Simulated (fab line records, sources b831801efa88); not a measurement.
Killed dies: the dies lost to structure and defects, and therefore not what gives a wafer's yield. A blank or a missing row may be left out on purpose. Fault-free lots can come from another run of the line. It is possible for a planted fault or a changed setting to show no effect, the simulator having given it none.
Which tool is to blame? ; flow sky130 ; 12 lots, 36 wafers sampled, at 3 steps of a route of 708

WHAT EACH GAUGE READ, for each wafer
SKY_VIA2_RS_MEAS_22: the measuring method here is four-point-probe.
lot;measured;on;VIA2_W_RS (ohm/sq)
L075;day 36 23:20;film_metro-02;0.278 0.278 0.278
L078;day 37 22:50;film_metro-02;0.276 0.274 0.275
L080;day 38 07:35;film_metro-02;0.273 0.275 0.276
L081;day 38 15:50;film_metro-04;0.267 0.269 0.275
L083;day 39 05:57;film_metro-02;0.271 0.273 0.271
L085;day 39 18:00;film_metro-02;0.270 0.278 0.274
L086;day 40 03:33;film_metro-03;0.280 0.274 0.275
L089;day 40 10:20;film_metro-03;0.268 0.273 0.270
L091;day 41 18:22;film_metro-03;0.282 0.277 0.279
L093;day 42 02:38;film_metro-02;0.280 0.282 0.276
L095;day 42 17:38;film_metro-04;0.278 0.275 0.277
L097;day 42 23:02;film_metro-04;0.275 0.279 0.277

WHICH TOOL RAN EACH LOT (tool, then ch and the chambers of the sampled wafers, then the start)
lot;SKY_METAL1_STRIP_20;SKY_VIA1_ETCH_14
L075;plasma_asher-01 ch 0,1, day 33 10:41;rie_diel-03 ch 0,1,3, day 34 14:51
L078;plasma_asher-02 ch 0,1, day 34 11:59;rie_diel-04 ch 0,3, day 35 14:39
L080;plasma_asher-01 ch 0,1, day 34 20:52;rie_diel-02 ch 0,1, day 36 00:11
L081;plasma_asher-01 ch 0,1, day 35 06:19;rie_diel-02 ch 0,1,2, day 36 08:26
L083;plasma_asher-01 ch 0,1, day 35 20:24;rie_diel-04 ch 0,2,3, day 36 23:41
L085;plasma_asher-03 ch 0,1, day 36 08:58;rie_diel-02 ch 0,1, day 37 11:59
L086;plasma_asher-03 ch 0,1, day 36 17:45;rie_diel-02 ch 2,3, day 37 20:41
L089;plasma_asher-03 ch 0, day 37 01:46;rie_diel-02 ch 1,2, day 38 04:32
L091;plasma_asher-01 ch 0,1, day 38 11:11;rie_diel-02 ch 1,2, day 39 13:14
L093;plasma_asher-01 ch 0,1, day 38 20:49;rie_diel-03 ch 1,2,3, day 39 22:31
L095;plasma_asher-03 ch 0,1, day 39 12:50;rie_diel-04 ch 2,3, day 40 14:19
L097;plasma_asher-03 ch 1, day 39 16:28;rie_diel-02 ch 0,1, day 40 17:52
- SKY_METAL1_STRIP_20: strips in O2/N2.
- SKY_VIA1_ETCH_14: etches BARC in N2/H2, stops on SiO2, time 45.9 s, target depth 60 nm.

THE ANSWER, worked out from the rows above alone
Rule: the lots themselves supply what counts as usual. Put in order of their means at a reading, lots are off if they are a third of the lots or fewer, leave a main group of 4 or more, and stand apart from it by a gap of 3 or more times the standard deviation of the main group's means; of several such gaps the widest counts. Not used: any main group whose means are identical at the precision the tables above print for the reading. Also off: a lot with no number at a reading for which 4 or more lots have one. Any other lot the step has rows for is counted as sound.
Nothing can be told from this: no lot is off at any reading shown.

WHAT WAS PUT IN BY THE SIMULATOR
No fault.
